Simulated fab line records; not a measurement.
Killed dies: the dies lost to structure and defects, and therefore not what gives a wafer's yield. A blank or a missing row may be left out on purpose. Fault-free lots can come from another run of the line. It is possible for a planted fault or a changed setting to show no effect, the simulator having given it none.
Commonality check across tools -- flow sky130 -- 15 lots and 45 wafers in the sample

== WHAT PROMPTED THE OPENING ==
At SKY_VIA1_RS_MEAS_22 the reading VIA1_W_RS is flagged on 3 of 15 lots. Fault-free wafers read 0.427 ohm/sq, with a standard deviation of 0.0079.
Rule: flag the lot when none of its wafers has a number, or when each of its wafers that has one lies beyond 4 standard deviations from that mean. The other lots count as sound.

lot,measured,on,"VIA1_W_RS (ohm/sq), wafer by wafer",flag
L244,day 33 23:22,film metro-02,0.422 0.423 0.423,
L245,day 34 09:39,film metro-03,0.428 0.424 0.430,
L246,day 34 17:06,film metro-03,0.430 0.435 0.431,
L247,day 35 06:07,film metro-04,0.464 0.462 0.461,FLAGGED
L248,day 35 12:50,film metro-02,0.465 0.462 0.468,FLAGGED
L250,day 35 23:29,film metro-02,0.473 0.470 0.469,FLAGGED
L249,day 36 07:01,film metro-02,0.414 0.431 0.423,
L256,day 38 09:18,film metro-03,0.428 0.428 0.434,
L259,day 38 21:34,film metro-02,0.418 0.414 0.427,
L261,day 39 13:28,film metro-04,0.433 0.433 0.440,
L260,day 39 14:19,film metro-04,0.421 0.427 0.422,
L262,day 39 18:11,film metro-02,0.419 0.428 0.432,
L264,day 40 07:12,film metro-02,0.425 0.429 0.430,
L265,day 40 09:14,film metro-04,0.435 0.436 0.430,
L266,day 40 21:35,film metro-02,0.425 0.444 0.442,
The mean of the flagged lots' numbers is 0.466 ohm/sq, +0.039 ohm/sq from the usual (+5 standard deviations).

== WHICH TOOL EACH LOT WENT THROUGH ==
The record holds 3 process steps before the reading, out of a route of 708 steps. Cell contents, in order: the tool; ch with the chambers the sampled wafers went through; the start.
lot,flag,SKY_METAL1_ETCH_18,SKY_METAL1_METAL_ETCH_19,SKY_VIA1_CVD_21
L244,,"rie metal-01 ch 0, day 32 18:47","rie metal-01 ch 0, day 32 18:50","cvd w-01 ch 1, day 33 23:15"
L245,,"rie metal-04 ch 0,1, day 33 04:35","rie metal-04 ch 0,1, day 33 04:39","cvd w-02 ch 0,1, day 34 09:33"
L246,,"rie metal-01 ch 0,1, day 33 12:15","rie metal-01 ch 0,1, day 33 12:19","cvd w-02 ch 0,1, day 34 16:59"
L247,FLAGGED,"rie metal-04 ch 1, day 34 01:09","rie metal-04 ch 1, day 34 01:13","cvd w-02 ch 0,1, day 35 06:00"
L248,FLAGGED,"rie metal-04 ch 0,1, day 34 07:05","rie metal-04 ch 0,1, day 34 07:09","cvd w-02 ch 0,1, day 35 12:44"
L250,FLAGGED,"rie metal-01 ch 0,1, day 34 19:13","rie metal-01 ch 0,1, day 34 19:17","cvd w-02 ch 1, day 35 23:22"
L249,,"rie metal-04 ch 0,1, day 35 02:48","rie metal-04 ch 0,1, day 35 02:52","cvd w-01 ch 0,1, day 36 06:55"
L256,,"rie metal-04 ch 0,1, day 37 05:09","rie metal-04 ch 0,1, day 37 05:13","cvd w-02 ch 0,1, day 38 09:12"
L259,,"rie metal-01 ch 0,1, day 37 18:06","rie metal-01 ch 0,1, day 37 18:10","cvd w-01 ch 0,1, day 38 21:28"
L261,,"rie metal-02 ch 0,1, day 38 10:24","rie metal-02 ch 0,1, day 38 10:28","cvd w-02 ch 0,1, day 39 13:23"
L260,,"rie metal-01 ch 0, day 38 11:29","rie metal-01 ch 0, day 38 11:32","cvd w-01 ch 0,1, day 39 14:12"
L262,,"rie metal-04 ch 0,1, day 38 15:30","rie metal-04 ch 0,1, day 38 15:34","cvd w-02 ch 0,1, day 39 18:04"
L264,,"rie metal-04 ch 0,1, day 39 03:40","rie metal-04 ch 0,1, day 39 03:44","cvd w-02 ch 0,1, day 40 07:07"
L265,,"rie metal-02 ch 0,1, day 39 06:44","rie metal-02 ch 0,1, day 39 06:47","cvd w-02 ch 0,1, day 40 09:07"
L266,,"rie metal-02 ch 0,1, day 39 19:19","rie metal-02 ch 0,1, day 39 19:23","cvd w-02 ch 0,1, day 40 21:30"
What these steps do:
- SKY_METAL1_ETCH_18: etches BARC in N2/H2, stops on SiO2, time 45.9 s, target depth 60 nm.
- SKY_METAL1_METAL_ETCH_19: etches the open film in Cl2/BCl3, stops on SiO2, target depth 360 nm, time 78 s.
- SKY_VIA1_CVD_21: deposits W, target thk 270 nm, time 80.902 s.
- SKY_VIA1_RS_MEAS_22: measures by four-point-probe.

== FLAGGED AGAINST TOTAL, ONE TOOL AT A TIME (gauges that did the reading follow at the end) ==
step,tool,lots run,flagged,share of the flagged lots,sound lots run after its first flagged lot
SKY_METAL1_ETCH_18,rie metal-01,5,1,some,"2 (L259,L260)"
SKY_METAL1_ETCH_18,rie metal-02,3,0,none,-
SKY_METAL1_ETCH_18,rie metal-04,7,2,some,"4 (L249,L256,L262,L264)"
SKY_METAL1_METAL_ETCH_19,rie metal-01,5,1,some,"2 (L259,L260)"
SKY_METAL1_METAL_ETCH_19,rie metal-02,3,0,none,-
SKY_METAL1_METAL_ETCH_19,rie metal-04,7,2,some,"4 (L249,L256,L262,L264)"
SKY_VIA1_CVD_21,cvd w-01,4,0,none,-
SKY_VIA1_CVD_21,cvd w-02,11,3,all,"6 (L256,L261,L262,L264,L265,L266)"
SKY_VIA1_RS_MEAS_22,film metro-02,8,2,some,"5 (L249,L259,L262,L264,L266)"
SKY_VIA1_RS_MEAS_22,film metro-03,3,0,none,-
SKY_VIA1_RS_MEAS_22,film metro-04,4,1,some,"3 (L261,L260,L265)"

== WHAT THE TABLE ALLOWS ==
In the table, 1 row covers all flagged lots: cvd w-02 at SKY_VIA1_CVD_21.
- cvd w-02 at SKY_VIA1_CVD_21: 3 of its 11 lots flagged. Sound lots followed the first flagged one (L256, L261, L262, L264, L265, L266) on it, something a lasting fault affecting the whole tool could not allow.
None of the table's rows ran every flagged lot and, after the first, no sound lot.

== WHAT HAD BEEN PUT IN BY THE SIMULATOR ==
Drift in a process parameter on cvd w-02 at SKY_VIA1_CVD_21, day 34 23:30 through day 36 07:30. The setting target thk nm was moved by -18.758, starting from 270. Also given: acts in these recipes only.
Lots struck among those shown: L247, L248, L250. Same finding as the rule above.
